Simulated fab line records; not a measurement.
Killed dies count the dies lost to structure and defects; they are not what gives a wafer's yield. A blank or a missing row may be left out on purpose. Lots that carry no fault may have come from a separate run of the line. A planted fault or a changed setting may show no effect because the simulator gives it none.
Comparing a struck lot with a sound one / flow gf180mcu / 36 out of 602 route steps
Sound: these wafers, L316.2, L316.4, L316.6. Struck: wafers L306.1, L306.4, L306.5. Last of all comes the cause.
Order at every step that has rows: each side's tool, ch and its chambers, its first start. Under that, the readings that differ: sound wafers / struck wafers / difference of the means / sigmas: that difference in standard deviations of wafers without a fault.
alike: readings whose means differ by less than 2 such deviations, and words and numbers that are the same on both sides. not compared: withheld readings, readings that some wafer has no value for, bounds like >300 that may hide the same value, and numbers for which the record gives no deviation and whose values overlap.
A row with sigmas, a row that says differs or no value, or rows on one side alone: a step with any of these is where the two part. Non-overlapping numbers with no deviation appear without sigmas and do not part them. Lack of a reading on every wafer of one side parts them only where that side has two or more wafers.

GF_HV_LDD_STRIP_49: strips in O2/N2.
  sound on plasma_asher-03 ch 0,1, day 19 01:02; struck on plasma_asher-03 ch 0,1, day 15 11:25
  alike: drypump_motor_current_A, heater_power_w, oes_product_au, strip_time_to_endpoint_s
  not compared: rf_hours_counter_h
GF_HV_LDD_TW_MEAS_50:
  sound on film_metro-03, day 19 01:08; struck on film_metro-01, day 15 11:31
  alike: HV_LDD_4_TW
then, 1 step without rows for these wafers: GF_HV_LDD_CLEAN_51 (cleans in SC1/SC2, time 150 s).
GF_HV_LDD_RTA_52: time 10 s.
  sound on rtp_anneal-01 ch 0, day 19 01:15; struck on rtp_anneal-01 ch 0, day 15 11:37
  alike: chamber_o2_ppm, lamp_power_pct, wafer_temp_C_max
GF_HV_LDD_RS_MEAS_53: measures by four-point-probe.
  sound on film_metro-03, day 19 01:20; struck on film_metro-03, day 15 11:41
  alike: HV_LDD_RS
then, 1 step without rows for these wafers: GF_HV_LDD_CVD_54 (deposits SiO2 from TEOS, target thk 10 nm, time 75 s).
GF_HV_LDD_THK_MEAS_55:
  sound on film_metro-02, day 19 02:28; struck on film_metro-01, day 15 12:50
  alike: HV_LDD_CVD_54_THK
then, 1 step without rows for these wafers: GF_HV_LDD_CVD_56 (deposits Si3N4 from DCS/NH3, target thk 90 nm, time 1543 s).
GF_HV_LDD_THK_MEAS_57:
  sound on film_metro-03, day 19 03:57; struck on film_metro-02, day 15 14:19
  alike: HV_LDD_CVD_56_THK
GF_HV_LDD_ETCHBACK_58: etches Si3N4 in CH3F/O2, stops on SiO2, time 100 s, target depth 90 nm.
  sound on rie_diel-01 ch 0,3, day 19 04:00; struck on rie_diel-03 ch 0,2, day 15 14:23
  alike: drypump_motor_current_A, oes_product_au, throttle_valve_pct
  not compared: rf_hours_counter_h
then, 2 steps without rows for these wafers: GF_NSD_DEHYDRATE_00 (time 60 s); GF_NSD_HMDS_01 (prime time 60 s).
GF_NSD_COAT_02: resist thk 1000 nm.
  sound on litho_track-04 ch 0, day 19 15:35; struck on litho_track-02, day 16 00:46
  no value came back on the struck wafers for chill_plate_temp_C (C), dispense_pressure_kPa (kPa); on the sound wafers chill_plate_temp_C (C) reads 23.12 23.07 23.23
then, 4 steps without rows for these wafers: GF_NSD_SOFTBAKE_03 (time 60 s); GF_NSD_EXPOSE_04 (exposes mask Nplus, target cd 400 nm); GF_NSD_PEB_05; GF_NSD_DEVELOP_06 (develop time 60 s).
GF_NSD_CD_MEAS_07: target cd 400 nm.
  sound on cd_sem-01, day 20 03:56; struck on cd_sem-02, day 16 11:52
reading=cd_nm (nm); sound=400.3 399.5 401.4; struck=- - -; difference=no value on the struck wafers; sigmas=
GF_NSD_OVL_MEAS_08:
  sound on overlay-01, day 20 04:02; struck on overlay-01, day 16 11:59
reading=NSD_OVL (nm); sound=0.4 -0.1 -1.1; struck=- - -; difference=no value on the struck wafers; sigmas=
then, 2 steps without rows for these wafers: GF_NSD_IMPLANT_09; GF_NSD_IMPLANT_10.
GF_NSD_STRIP_11: strips in O2/N2.
  sound on plasma_asher-04 ch 0,1, day 20 04:22; struck on plasma_asher-04 ch 0,1, day 16 12:19
  no value came back on the struck wafers for oes_product_au (a.u.), strip_time_to_endpoint_s (s); on the sound wafers oes_product_au (a.u.) reads 0.475 0.496 0.483
  alike: drypump_motor_current_A, heater_power_w
  not compared: rf_hours_counter_h
GF_NSD_TW_MEAS_12:
  sound on film_metro-04, day 20 04:29; struck on film_metro-02, day 16 12:25
  alike: NSD_TW
then, 7 steps without rows for these wafers: GF_PSD_DEHYDRATE_00 (time 60 s); GF_PSD_HMDS_01 (prime time 60 s); GF_PSD_COAT_02 (resist thk 1005 nm); GF_PSD_SOFTBAKE_03 (time 60 s); GF_PSD_EXPOSE_04 (exposes mask Pplus, target cd 400 nm); GF_PSD_PEB_05; GF_PSD_DEVELOP_06 (develop time 60 s).
GF_PSD_CD_MEAS_07: target cd 400 nm.
  sound on cd_sem-02, day 21 04:00; struck on cd_sem-02, day 17 10:40
  alike: cd_nm
GF_PSD_OVL_MEAS_08:
  sound on overlay-01, day 21 04:06; struck on overlay-01, day 17 10:47
  alike: PSD_OVL
next, for these wafers, 1 step has no rows: GF_PSD_IMPLANT_09.
GF_PSD_STRIP_10: strips in O2/N2.
  sound on plasma_asher-03 ch 0,1, day 21 04:17; struck on plasma_asher-04 ch 0,1, day 17 10:59
  alike: drypump_motor_current_A, heater_power_w, oes_product_au, strip_time_to_endpoint_s
  not compared: rf_hours_counter_h
GF_PSD_TW_MEAS_11:
  sound on film_metro-04, day 21 04:23; struck on film_metro-04, day 17 11:05
reading=PSD_TW; sound=3221 3192 3205; struck=4305 4305 4309; difference=+1100; sigmas=+50
then, 1 step without rows for these wafers: GF_PSD_CLEAN_12 (cleans in SC1/SC2, time 150 s).

== WHERE THEY PART ==
Last at GF_PSD_TW_MEAS_11 as far as this record goes, first at GF_NSD_COAT_02.

WHY: the cause the simulator had injected
At GF_NSD_COAT_02, the step was skipped entirely on litho_track-02 from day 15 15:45 on. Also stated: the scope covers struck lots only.
